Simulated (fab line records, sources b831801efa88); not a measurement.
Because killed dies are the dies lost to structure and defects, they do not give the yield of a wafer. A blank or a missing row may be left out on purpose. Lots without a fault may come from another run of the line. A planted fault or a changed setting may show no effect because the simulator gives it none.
Matching of chambers -- flow sky130 -- 4 sister chambers for SKY_PASSIVATION_ETCH_11 on rie diel-03
The step etches the open film in CF4/O2, stops on AlCu, target depth 725 nm, time 161.1 s. 4 wafers are shown with their chamber, then 10 later ones without.

WAFERS, EACH WITH ITS CHAMBER
wafer,chamber,drypump motor current A (A)
L088.3,0,5.85
L088.6,3,5.95
L091.1,1,5.85
L091.2,2,6.06

WAFERS WITHOUT THEIR CHAMBER
wafer,drypump motor current A (A)
L091.5,5.86
L093.3,6.08
L093.5,5.98
L093.6,5.88
L095.2,5.91
L095.3,6.06
L095.4,5.86
L097.1,5.83
L097.2,5.82
L097.5,5.86

EACH ONE'S CHAMBER
wafer,from the rows above,in truth
L091.5,can't be placed: 0 or 1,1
L093.3,2,2
L093.5,3,3
L093.6,can't be placed: 0 or 1 or 3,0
L095.2,can't be placed: 3 or 0 or 1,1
L095.3,2,2
L095.4,can't be placed: 0 or 1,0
L097.1,can't be placed: 0 or 1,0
L097.2,can't be placed: 0 or 1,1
L097.5,can't be placed: 0 or 1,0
Correct placement for 3 of the 10. From these rows, 7 cannot be placed; in 7 the true chamber is one of the candidates. Placed wrongly: 0.
How it was worked out, from the rows above alone: a wafer's distance from a chamber is the root of the sum, over the readings, of the square of ((its reading less the chamber's mean) divided by the reading's scatter). The wafer belongs to the nearest chamber; if the next one is less than 2 further off, it can't be placed. Each chamber's mean is taken over the wafers shown for it. The scatter (one wafer shown for each chamber): square how far every hidden wafer sits from the nearest shown wafer, average those squares and take the square root.
